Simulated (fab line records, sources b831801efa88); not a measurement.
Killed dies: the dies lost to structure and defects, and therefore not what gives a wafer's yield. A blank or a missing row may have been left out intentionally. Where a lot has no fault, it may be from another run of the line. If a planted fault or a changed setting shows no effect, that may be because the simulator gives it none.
The tool behind it: which one? ; flow sky130 ; at 1 step of a route of 708, 11 lots with 33 wafers sampled

## WHAT EACH GAUGE READ, for each wafer
SKY_SONOS_ONO_THK_MEAS_03.
lot;measured;on;SONOS_ONO_CVD_02_THK (nm)
L256;day 11 20:52;filmMetro-02;10.54 10.63 10.40
L257;day 12 02:51;filmMetro-02;10.49 10.52 10.46
L260;day 13 03:53;filmMetro-02;10.30 10.41 10.52
L262;day 13 22:01;filmMetro-01;10.57 10.61 10.59
L264;day 14 15:11;filmMetro-01;10.50 10.41 10.35
L268;day 16 03:20;filmMetro-01;10.39 10.33 10.25
L270;day 16 14:59;filmMetro-02;10.59 10.53 10.59
L275;day 18 04:17;filmMetro-04;10.64 10.78 10.74
L276;day 18 11:32;filmMetro-01;10.71 10.66 10.55
L277;day 18 18:40;filmMetro-04;10.50 10.50 10.59
L278;day 19 00:23;filmMetro-01;10.60 10.49 10.56

## WHICH TOOL RAN EACH LOT (tool, then ch and the chambers of the sampled wafers, then the start)
No process step before these readings appears in the record.

## THE ANSWER, worked out from the rows above alone
Rule: the usual values come from the lots themselves. The widest of any qualifying gaps counts: lots, ordered by their means at a reading, are off when they make up no more than a third of the lots, leave a main group of 4 or more, and stand apart from it by 3 or more times the standard deviation of that group's means. A main group whose means are all the same, to the digits that the tables above print for the reading, isn't used. Also off: a lot with no number at a reading for which 4 or more lots have one. All remaining lots with rows at the step are treated as sound.
No lot is off on any of the readings shown, so nothing can be concluded from this.

## WHAT THE SIMULATOR PUT IN
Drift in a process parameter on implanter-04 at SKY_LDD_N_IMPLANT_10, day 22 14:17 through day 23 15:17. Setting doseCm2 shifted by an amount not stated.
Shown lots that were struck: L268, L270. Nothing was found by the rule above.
